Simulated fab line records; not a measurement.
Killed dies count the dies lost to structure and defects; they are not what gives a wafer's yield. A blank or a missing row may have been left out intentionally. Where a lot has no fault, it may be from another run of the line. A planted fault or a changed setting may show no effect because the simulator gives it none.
Code-filled problem report in 8D (eight disciplines) form :: flow gf180mcu :: the parts of the form that need people (team, actions taken, sign-off) are left out

== 1. THE ISSUE ==
Mean of heaterPowerTotalW at GF_DUAL_GATE_SOFTBAKE_07: 54.09 W across 6 wafers in 2 lots; on wafers with no fault it is 56.59 W (standard deviation 0.044). Relative to the usual mean, that is a shift of -57 standard deviations.
The step: time 60 s.
The first sign was on wafer L827.1 at day 11 06:31, on lithoTrack-01. The record has a number at this step for 39 wafers belonging to 13 lots. Rule for "out", or "out of limits": more than 4 standard deviations from the usual mean. The other wafers with a number count as sound.

== 2. WHAT IT IS AND WHAT IT IS NOT ==
question: which readings at this step
is: heaterPowerTotalW, plateTempC
is not: -

question: which lots
is: L827, L829
is not: L816, L817, L819, L820, L830, L833, L834, L835, L836, L837, L838

question: which wafers of those lots
is: all that have a number
is not: -

question: read on which tools
is: lithoTrack-01
is not: lithoTrack-03, lithoTrack-04

question: when
is: from day 11 06:31
is not: up to then (12 sound wafers); but 21 sound wafers of L830, L833, L834, L835, L836, L837, L838 came after

== 3. WHAT RULES OUT EACH SUSPECT ==
Counting: a tool stays on the suspect list if, at a process step up to the reading, it processed all lots that are out and no sound lot following the first of them.
- rtpAnneal-01 at GF_VT_IMPLANT_RTA_45 (time 30 s): ruled out as a lasting fault. The sound lots L835, L836 went through it after L827, its earliest lot that is out (day 10 18:48).
- lithoTrack-01 at GF_DUAL_GATE_SOFTBAKE_07 (time 60 s): kept. It processed each lot that is out, first L827 at day 11 06:31, and no sound lot thereafter; up to then, the last sound lot it processed was L820 at day 9 11:41. Its own readings are out on those wafers: heaterPowerTotalW, plateTempC.
After counting, what remains is lithoTrack-01 at GF_DUAL_GATE_SOFTBAKE_07.

== 4. THE CAUSE (what the simulator had put in) ==
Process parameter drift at GF_DUAL_GATE_SOFTBAKE_07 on lithoTrack-01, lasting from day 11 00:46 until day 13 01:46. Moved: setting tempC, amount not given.
Counting left only this tool.

== 5. THE CHAIN OF EFFECTS, in route order ==
One row per reading whose mean, taken over the struck wafers that have a number, lies over 3 standard deviations from the usual. Only readings for which the record gives a usual standard deviation are gone through. hours: the time from each lot's start at the first step in this table that gives one to its start at this step, as a median over the lots. sigmas: the change in usual standard deviations.
hours: 0
step: GF_DUAL_GATE_SOFTBAKE_07
reading: heaterPowerTotalW
usual: 56.59 W
on struck wafers: 54.09
change: -2.50
sigmas: -57

hours: 0
step: GF_DUAL_GATE_SOFTBAKE_07
reading: plateTempC
usual: 89.96 C
on struck wafers: 87.02
change: -2.94
sigmas: -27
The process steps in it:
- GF_DUAL_GATE_SOFTBAKE_07: time 60 s.

== 6. HOW IT WOULD HAVE BEEN CAUGHT EARLIER ==
6 hours passed between the start of the fault at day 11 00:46 and the first reading out of limits in this record, taken at day 11 06:31.
